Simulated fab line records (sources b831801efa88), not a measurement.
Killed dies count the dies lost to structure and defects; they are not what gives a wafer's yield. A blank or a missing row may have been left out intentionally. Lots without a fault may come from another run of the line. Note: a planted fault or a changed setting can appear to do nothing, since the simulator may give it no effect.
A struck lot beside a sound one -- flow sky130 -- 17 steps out of a route of 708
Sound: these wafers, L719.3, L719.5, L719.6. Struck: wafers L725.1, L725.2, L725.3. The cause comes at the end.
Each step with rows lists, per side, the tool, then ch with its chambers, then its first start. Under that, the readings that differ: sound wafers -- struck wafers -- difference of the means -- sigmas: that difference in standard deviations of wafers without a fault.
alike: a reading whose means differ by less than 2 such deviations, as well as words and numbers matching on both sides. not compared: withheld readings; readings where some wafer has no value; bounds like >300 that might hide an equal value; numbers whose values overlap and for which the record gives no deviation.
The two part at a step that has a row with sigmas, a row that says differs or no value, or rows on one side only. Numbers that have no deviation but don't overlap get no sigmas and don't part them. Lack of a reading on every wafer of one side parts them only where that side has two or more wafers.

SKY_VT_ADJUST_LVTN_OVL_MEAS_07:
  sound on overlay-02 at day 8 02:47; struck on overlay-01 at day 9 20:03
  alike: VT_ADJUST_LVTN_OVL
then, 1 step without rows for these wafers: SKY_VT_ADJUST_LVTN_IMPLANT_08.
SKY_VT_ADJUST_LVTN_STRIP_09: strips in O2/N2.
  sound on plasma-asher-04 ch 0,1, day 8 02:59; struck on plasma-asher-02 ch 0,1, day 9 20:14
  alike: drypump-motor-current-A, oes-product-au, strip-time-to-endpoint-s
  not compared: rf-hours-counter-h
SKY_VT_ADJUST_LVTN_TW_MEAS_10:
  sound on film-metro-02 at day 8 03:04; struck on film-metro-03 at day 9 20:20
reading,sound,struck,difference,sigmas
VT_ADJUST_LVTN_TW,244.3 244.3 245.2,241.0 241.8 240.1,-3.6,-2
then, 7 steps without rows for these wafers: SKY_VT_ADJUST_LVTN_DEHYDRATE_11 (time 60 s); SKY_VT_ADJUST_LVTN_HMDS_12 (prime time 60 s); SKY_VT_ADJUST_LVTN_COAT_13 (resist thk 1140 nm); SKY_VT_ADJUST_LVTN_SOFTBAKE_14 (time 60 s); SKY_VT_ADJUST_LVTN_EXPOSE_15 (exposes mask HVN STD DERIVED, target cd 600 nm); SKY_VT_ADJUST_LVTN_PEB_16; SKY_VT_ADJUST_LVTN_DEVELOP_17 (develop time 60 s).
SKY_VT_ADJUST_LVTN_OVL_MEAS_18:
  sound on overlay-01 at day 8 22:57; struck on overlay-01 at day 10 18:34
  alike: VT_ADJUST_LVTN_01_OVL
SKY_VT_ADJUST_LVTN_IMPLANT_19:
  sound on implanter-01 ch 0, day 8 23:02; struck on implanter-01 ch 0, day 10 18:36
reading,sound,struck,difference,sigmas
dose-ions-cm2,6.499e+11 6.502e+11 6.515e+11,8.965e+11 8.983e+11 8.981e+11,+2.471e+11,+99 or more
faraday-current-uA,3.59 3.63 3.46,5.09 5.06 4.85,+1.44,+18
SKY_VT_ADJUST_LVTN_STRIP_20: strips in O2/N2.
  sound on plasma-asher-03 ch 0,1, day 8 23:10; struck on plasma-asher-04 ch 0,1, day 10 18:45
  alike: drypump-motor-current-A, oes-product-au, strip-time-to-endpoint-s
  not compared: rf-hours-counter-h
SKY_VT_ADJUST_LVTN_TW_MEAS_21:
  sound on film-metro-03 at day 8 23:15; struck on film-metro-04 at day 10 18:51
reading,sound,struck,difference,sigmas
VT_ADJUST_LVTN_2_TW,189.1 187.8 188.3,208.1 208.8 208.4,+20.0,+15
then, 1 step without rows for these wafers: SKY_VT_ADJUST_NCORE_DEHYDRATE_00 (time 60 s).
-- record jumps: 37 days separate the struck wafers' starts on either side; left off in module VT_ADJUST_NCORE, taken up again in module PAD_OPEN, whose first shown step is the route's number 708 --
SKY_PAD_OPEN_PROBE_99:
  sound on prober-01 at day 47 05:58; struck on prober-01 at day 48 06:50
reading,sound,struck,difference,sigmas
model.etest.res-pwell-under-gate.rs-ohm-sq,2287 2276 2282,2238 2241 2223,-48,
model.etest.tip_n_5v.rs-ohm-sq,1353 1370 1367,1404 1419 1399,+44,
model.etest.nfet-g5v0d10v5.body-rise-v (V),0.6668 0.6756 0.6675,0.6937 0.6892 0.6848,+0.0193,
model.etest.nfet_16v.body-rise-v (V),0.6637 0.6709 0.6626,0.6891 0.6849 0.6814,+0.0194,
model.etest.nfet-g5v0d10v5.vt-sat-v (V),0.7612 0.7703 0.7605,0.7921 0.7843 0.781,+0.0218,
model.etest.nfet-g5v0d10v5.vt-v (V),0.8188 0.8286 0.8181,0.8434 0.8323 0.831,+0.0137,
  alike: killed_at_M0_to_M3, killed_at_M4_up, killed-at-contacts, killed-at-front-end, killed-at-other, killed-dies, killed-open, killed-short
  not compared: model.etest.nfet_16v.vt-v, model.etest.nfet-g5v0d10v5.vt-long-v

== WHERE THEY PART ==
First at SKY_VT_ADJUST_LVTN_TW_MEAS_10; last, within this record, at SKY_VT_ADJUST_LVTN_TW_MEAS_21. Later steps at which nothing parts them and some readings are alike: SKY_PAD_OPEN_PROBE_99.

WHY: whatever the simulator had introduced
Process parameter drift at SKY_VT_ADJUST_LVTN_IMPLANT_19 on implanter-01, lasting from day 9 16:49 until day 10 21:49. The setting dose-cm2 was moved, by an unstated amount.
